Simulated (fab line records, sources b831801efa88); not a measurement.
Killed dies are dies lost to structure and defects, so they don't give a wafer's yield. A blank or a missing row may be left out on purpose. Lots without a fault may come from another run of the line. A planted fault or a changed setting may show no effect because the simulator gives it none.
Problem report in the 8D (eight disciplines) form, filled by code | flow gf180mcu | the parts of the form that need people (team, actions taken, sign-off) are left out

1. THE PROBLEM
run_length_s at GF_DUAL_GATE_SOFTBAKE_07 reads a mean of 124.26 s on 1 wafer of 1 lot; wafers without a fault read 89.13 s with a standard deviation of 0.24. That is +99 or more standard deviations from the usual mean.
The step: time 60 s.
First seen on wafer L487.5, day 12 21:29, on litho_track-04. The record holds 39 wafers of 13 lots with a number at this step. Rule for "out", or "out of limits": more than 4 standard deviations from the usual mean. The other wafers with a number count as sound.

2. WHAT IT IS AND WHAT IT IS NOT
question                    | is                | is not
which readings at this step | run_length_s      | -
which lots                  | L487              | L470, L471, L472, L475, L476, L477, L478, L480, L482, L483, L484, L492
which wafers of those lots  | L487.5            | L487.4, L487.6
read on which tools         | litho_track-04    | litho_track-01, litho_track-02
when                        | from day 12 21:29 | up to then (35 sound wafers); but 3 sound wafers of L492 came after

3. SUSPECTS, AND WHAT RULES EACH OUT
Counting: a tool at a process step up to the reading stays a suspect if it ran every lot that is out. Sound lots after the first of them don't rule it out here, since some wafers of a struck lot are sound.
- litho_track-04 at GF_DUAL_GATE_SOFTBAKE_07 (time 60 s): kept. It ran the lot that is out, L487 (day 12 21:29); its last sound lot up to then is L484 (day 12 06:22). Its own readings are out on those wafers: run_length_s.
Left after counting: litho_track-04 at GF_DUAL_GATE_SOFTBAKE_07.

4. THE CAUSE (what the simulator had put in)
Process parameter drift: litho_track-04, from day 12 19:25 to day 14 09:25, at GF_DUAL_GATE_SOFTBAKE_07. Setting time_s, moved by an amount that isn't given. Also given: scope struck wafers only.
Counting left only this tool.

5. THE CHAIN OF EFFECTS, in route order
Each row: a reading whose mean over the struck wafers that have a number lies more than 3 standard deviations from the usual. Only readings for which the record gives a usual standard deviation are gone through. hours: the time from each lot's start at the first step in this table that gives one to its start at this step, as a median over the lots. sigmas: the change in usual standard deviations.
hours | step                     | reading      | usual   | on struck wafers | change | sigmas
0     | GF_DUAL_GATE_SOFTBAKE_07 | run_length_s | 89.13 s | 124.26           | +35.13 | +99 or more
The process steps in it:
- GF_DUAL_GATE_SOFTBAKE_07: time 60 s.
Later measuring or inspecting steps at which every struck wafer that the step has a row for has a number for every such reading, and none has moved that far: GF_POLY_GATE_OVL_MEAS_11.

6. WHAT WOULD HAVE CAUGHT IT SOONER
In this record the first reading out of limits was taken at day 12 21:29, 2 hours after the fault began at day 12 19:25.
